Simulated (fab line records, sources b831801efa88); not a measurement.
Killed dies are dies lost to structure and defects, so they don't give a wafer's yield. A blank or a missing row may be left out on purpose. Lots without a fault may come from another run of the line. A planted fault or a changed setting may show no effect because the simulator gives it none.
Which tool did it? | flow gf180mcu | 11 lots, 33 wafers sampled, at 2 steps of a route of 602

WHAT THE GAUGES READ, wafer by wafer
GF_POLY_GATE_THK_MEAS_17. Usual: POLY_GATE_OXIDATION_THK 4.00 nm, standard deviation 0.075.
lot  | measured     | on            | POLY_GATE_OXIDATION_THK (nm) | flag
L971 | day 9 13:16  | film_metro-03 | 4.08 4.00 3.92               |
L972 | day 9 22:13  | film_metro-02 | 4.11 4.09 3.99               |
L977 | day 11 12:07 | film_metro-02 | 3.96 3.93 3.90               |
L980 | day 12 09:52 | film_metro-03 | 5.66 5.69 5.67               | OFF
L981 | day 12 18:06 | film_metro-02 | 5.72 5.74 5.79               | OFF
L982 | day 13 03:17 | film_metro-04 | 4.03 4.05 4.00               |
L983 | day 13 10:19 | film_metro-03 | 4.00 4.03 4.02               |
L984 | day 13 14:06 | film_metro-02 | 3.90 3.99 3.88               |
L987 | day 14 14:55 | film_metro-04 | 3.95 4.00 3.91               |
L989 | day 15 08:31 | film_metro-02 | 4.04 4.04 4.00               |
L993 | day 16 08:22 | film_metro-04 | 4.02 3.99 4.01               |

WHICH TOOL RAN EACH LOT (tool, then ch and the chambers of the sampled wafers, then the start)
lot  | GF_POLY_GATE_OXIDATION_16
L971 | furnace-02 ch 0, day 9 12:00
L972 | furnace-02 ch 0, day 9 20:58
L977 | furnace-02 ch 0, day 11 10:50
L980 | furnace-01 ch 0, day 12 08:36
L981 | furnace-01 ch 0, day 12 16:51
L982 | furnace-02 ch 0, day 13 02:02
L983 | furnace-02 ch 0, day 13 09:04
L984 | furnace-02 ch 0, day 13 12:50
L987 | furnace-02 ch 0, day 14 13:38
L989 | furnace-02 ch 0, day 15 07:16
L993 | furnace-01 ch 0, day 16 07:07
- GF_POLY_GATE_OXIDATION_16: stabilise 600 s, purge 300 s, target thk 4 nm.

WHAT THE TOOLS THEMSELVES READ (means of the sampled wafers that have a number; where no wafer has one, the mark that the record gives instead)
GF_POLY_GATE_OXIDATION_16. Usual: spike_tc_bottom_C 867 C, standard deviation 5.9; spike_tc_centre_C 849.5 C, standard deviation 1.4; spike_tc_lower_C 850.8 C, standard deviation 1.1; spike_tc_top_C 861.7 C, standard deviation 1.7; spike_tc_upper_C 850.6 C, standard deviation 1; tube_center_temp_C 850 C, standard deviation 0.077; tube_center_temp_C_max 852.2, standard deviation 0.35; zone_power_upper_pct 17.0 %, standard deviation 1.1.
lot  | tool       | spike_tc_bottom_C (C) | spike_tc_centre_C (C) | spike_tc_lower_C (C) | spike_tc_top_C (C) | spike_tc_upper_C (C) | tube_center_temp_C (C) | tube_center_temp_C_max | zone_power_upper_pct (%) | flag
L971 | furnace-02 | 874                   | 848.5                 | 850.6                | 863.1              | 850.7                | 850                    | 852.6                  | 16.0                     |
L972 | furnace-02 | 872                   | 849.1                 | 851.5                | 862.4              | 851.0                | 850                    | 852.1                  | 16.1                     |
L977 | furnace-02 | 872                   | 848.3                 | 850.9                | 862.1              | 850.3                | 850                    | 852.1                  | 16.1                     |
L980 | furnace-01 | 888                   | 879.4                 | 880.0                | 888.0              | 879.0                | 878                    | 880.3                  | 19.6                     | OFF
L981 | furnace-01 | 889                   | 879.1                 | 879.3                | 887.1              | 879.1                | 878                    | 880.6                  | 19.5                     | OFF
L982 | furnace-02 | 873                   | 848.7                 | 849.4                | 863.2              | 850.9                | 850                    | 852.1                  | 16.0                     |
L983 | furnace-02 | 873                   | 849.0                 | 851.8                | 863.9              | 852.0                | 850                    | 852.2                  | 16.0                     |
L984 | furnace-02 | 873                   | 848.3                 | 850.6                | 862.2              | 851.6                | 850                    | 852.3                  | 16.0                     |
L987 | furnace-02 | 873                   | 848.6                 | 851.0                | 862.8              | 851.2                | 850                    | 852.2                  | 16.1                     |
L989 | furnace-02 | 873                   | 848.9                 | 849.8                | 863.1              | 851.5                | 850                    | 852.2                  | 16.1                     |
L993 | furnace-01 | 861                   | 849.9                 | 851.4                | 860.2              | 849.8                | 850                    | 852.0                  | 18.2                     |

THE ANSWER, worked out from the rows above alone
Rule: a lot is off if the mean of its wafers that have a number lies more than 3 standard deviations from the usual mean. A lot without any number at a reading at which 4 lots or more have one is off too. The other lots that the step has rows for count as sound. The gauges are gone through in route order, then the tools' own readings, and for those a lot's mean is taken as printed above. The first step at which some lot is off is used, and at that step the reading that is off furthest; a lot without a number counts as furthest.
Off: L980, L981, at GF_POLY_GATE_THK_MEAS_17 (POLY_GATE_OXIDATION_THK).
A tool fits if, at a process step before that reading, it ran every lot that is off, and no sound lot after the first of them. The gauges at GF_POLY_GATE_THK_MEAS_17 aren't tried: what is off there is off at GF_POLY_GATE_OXIDATION_16 too, on other tools, and a gauge's error can't cause that. None of those tried fits.

WHAT THE SIMULATOR HAD PUT IN
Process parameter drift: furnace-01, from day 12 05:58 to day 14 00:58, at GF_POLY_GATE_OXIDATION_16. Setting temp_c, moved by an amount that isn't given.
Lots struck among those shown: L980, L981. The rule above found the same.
